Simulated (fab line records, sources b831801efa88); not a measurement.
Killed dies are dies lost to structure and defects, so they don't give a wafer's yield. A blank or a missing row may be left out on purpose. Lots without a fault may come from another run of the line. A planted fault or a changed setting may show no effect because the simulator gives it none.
Tool commonality check | flow gf180mcu | 12 lots, 38 wafers sampled

WHY IT WAS OPENED
At GF_V2_THK_MEAS_03 the reading V2_CVD_02_THK is flagged on 2 of 12 lots. Wafers without a fault read 851 nm, standard deviation 12.
Rule: a lot is flagged when every wafer of it that has a number lies more than 4 standard deviations from that mean, or none has a number. The other lots count as sound.

lot  | measured     | on            | V2_CVD_02_THK (nm), wafer by wafer | flag
L803 | day 19 00:37 | film_metro-02 | 838 852 880                        |
L804 | day 19 09:01 | film_metro-03 | 831 856 873                        |
L806 | day 20 16:01 | film_metro-02 | 842 845 871                        |
L807 | day 20 20:19 | film_metro-01 | 845 842 864                        |
L812 | day 22 13:11 | film_metro-02 | 773 791 774 791                    | FLAGGED
L815 | day 23 19:35 | film_metro-02 | 776 791 775 791                    | FLAGGED
L818 | day 24 19:39 | film_metro-01 | 838 836 854                        |
L822 | day 25 20:28 | film_metro-01 | 849 846 843                        |
L823 | day 26 03:02 | film_metro-01 | 851 840 849                        |
L824 | day 26 12:38 | film_metro-02 | 834 857 861                        |
L825 | day 26 21:34 | film_metro-03 | 846 860 870                        |
L826 | day 26 22:44 | film_metro-02 | 853 857 860                        |
The numbers of the flagged lots are 783 nm on average: -68 nm against the usual, or -6 standard deviations.

WHICH TOOL RAN EACH LOT
The record holds 2 process steps before the reading, out of a route of 602 steps. In each cell: the tool, then ch and the chambers that the sampled wafers went through, then the start.
lot  | flag    | GF_V1_CMP_04                  | GF_V2_CVD_02
L803 |         | cmp-02 ch 1,2, day 16 23:07   | pecvd-04 ch 1,2, day 19 00:32
L804 |         | cmp-01 ch 1,3, day 17 06:37   | pecvd-01 ch 0,1, day 19 08:56
L806 |         | cmp-01 ch 0,1,3, day 18 12:13 | pecvd-01 ch 0,1, day 20 15:57
L807 |         | cmp-02 ch 0,2,3, day 18 16:35 | pecvd-02 ch 0,1,2, day 20 20:14
L812 | FLAGGED | cmp-02 ch 0,3, day 20 08:43   | pecvd-04 ch 1,2, day 22 13:07
L815 | FLAGGED | cmp-01 ch 0,1, day 21 19:07   | pecvd-04 ch 0,1, day 23 19:31
L818 |         | cmp-01 ch 0,2,3, day 22 20:53 | pecvd-02 ch 0,2, day 24 19:34
L822 |         | cmp-02 ch 0,1,2, day 23 22:30 | pecvd-01 ch 0,1,2, day 25 20:23
L823 |         | cmp-02 ch 2,3, day 24 04:43   | pecvd-01 ch 0,1, day 26 02:58
L824 |         | cmp-02 ch 1,2, day 24 14:49   | pecvd-01 ch 0,1,2, day 26 12:34
L825 |         | cmp-02 ch 1,2, day 25 00:14   | pecvd-04 ch 0,1,2, day 26 21:29
L826 |         | cmp-01 ch 1,2, day 25 01:17   | pecvd-04 ch 0,2, day 26 22:40
What these steps do:
- GF_V1_CMP_04: polishes SiO2.
- GF_V2_CVD_02: deposits SiO2 from TEOS, target thk 850 nm, time 94.851 s.
- GF_V2_THK_MEAS_03

FLAGGED OVER TOTAL, TOOL BY TOOL (the gauges that took the reading come last)
step              | tool          | lots run | flagged | share of the flagged lots | sound lots run after its first flagged lot
GF_V1_CMP_04      | cmp-01        | 5        | 1       | some                      | 2 (L818,L826)
GF_V1_CMP_04      | cmp-02        | 7        | 1       | some                      | 4 (L822,L823,L824,L825)
GF_V2_CVD_02      | pecvd-01      | 5        | 0       | none                      | -
GF_V2_CVD_02      | pecvd-02      | 2        | 0       | none                      | -
GF_V2_CVD_02      | pecvd-04      | 5        | 2       | all                       | 2 (L825,L826)
GF_V2_THK_MEAS_03 | film_metro-01 | 4        | 0       | none                      | -
GF_V2_THK_MEAS_03 | film_metro-02 | 6        | 2       | all                       | 2 (L824,L826)
GF_V2_THK_MEAS_03 | film_metro-03 | 2        | 0       | none                      | -

WHAT THE TABLE ALLOWS
2 rows of the table ran every flagged lot: pecvd-04 at GF_V2_CVD_02, film_metro-02 at GF_V2_THK_MEAS_03.
- pecvd-04 at GF_V2_CVD_02: 2 of its 5 lots flagged. Sound lots ran on it after the first flagged one (L825, L826), which a lasting fault on the whole tool wouldn't allow.
- film_metro-02 at GF_V2_THK_MEAS_03: 2 of its 6 lots flagged. Sound lots ran on it after the first flagged one (L824, L826), which a lasting fault on the whole tool wouldn't allow.
No row of the table ran every flagged lot and no sound lot after the first.

WHAT THE SIMULATOR HAD PUT IN
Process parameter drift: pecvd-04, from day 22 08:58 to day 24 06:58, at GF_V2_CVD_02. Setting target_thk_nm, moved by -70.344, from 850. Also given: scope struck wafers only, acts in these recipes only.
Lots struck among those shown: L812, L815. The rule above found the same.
